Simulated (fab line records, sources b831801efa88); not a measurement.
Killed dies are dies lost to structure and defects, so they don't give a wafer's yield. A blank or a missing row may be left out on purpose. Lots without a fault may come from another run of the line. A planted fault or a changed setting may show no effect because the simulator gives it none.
Chamber matching | flow sfq_line | SFQ_TRILAYER_I3_CMP_CMP_082 on cmp-02: 4 sister chambers
The step polishes SiO2. 8 wafers are shown with their chamber, then 8 later ones without.

WAFERS WITH THEIR CHAMBER
wafer  | chamber | motor_current_A (A) | time_to_endpoint_s (s)
L284.1 | 2       | 9.8                 | 220
L284.3 | 3       | 10.2                | 208
L286.2 | 3       | 10.1                | 209
L289.2 | 2       | 10.0                | 215
L289.5 | 1       | 9.4                 | 212
L298.5 | 1       | 10.1                | 225
L298.6 | 0       | 13.0                | 228
L299.2 | 0       | 12.7                | 219

WAFERS WITHOUT THEIR CHAMBER
wafer  | motor_current_A (A) | time_to_endpoint_s (s)
L299.4 | 9.7                 | 226
L299.5 | 12.8                | 228
L300.1 | 10.0                | 216
L300.2 | 9.7                 | 219
L300.3 | 9.3                 | 218
L302.1 | 9.6                 | 208
L302.3 | 10.2                | 227
L302.4 | 10.0                | 220

WHICH CHAMBER EACH WENT THROUGH
wafer  | from the rows above          | in truth
L299.4 | can't be placed: 1 or 2      | 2
L299.5 | 0                            | 0
L300.1 | can't be placed: 2 or 1 or 3 | 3
L300.2 | can't be placed: 1 or 2      | 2
L300.3 | can't be placed: 1 or 2 or 3 | 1
L302.1 | can't be placed: 1 or 2 or 3 | 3
L302.3 | can't be placed: 2 or 1 or 3 | 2
L302.4 | can't be placed: 2 or 1 or 3 | 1
Placed correctly: 1 of 8. Can't be placed from these rows: 7 (the true chamber is among the candidates in 7). Placed wrongly: 0.
How it was worked out, from the rows above alone: a wafer's distance from a chamber is the root of the sum, over the readings, of the square of ((its reading less the chamber's mean) divided by the reading's scatter). The wafer belongs to the nearest chamber; if the next one is less than 2 further off, it can't be placed. A chamber's mean is the mean of its shown wafers. The scatter: the root of (the sum of the squares of (reading less its chamber's mean) over the shown wafers, divided by (wafers less chambers)).
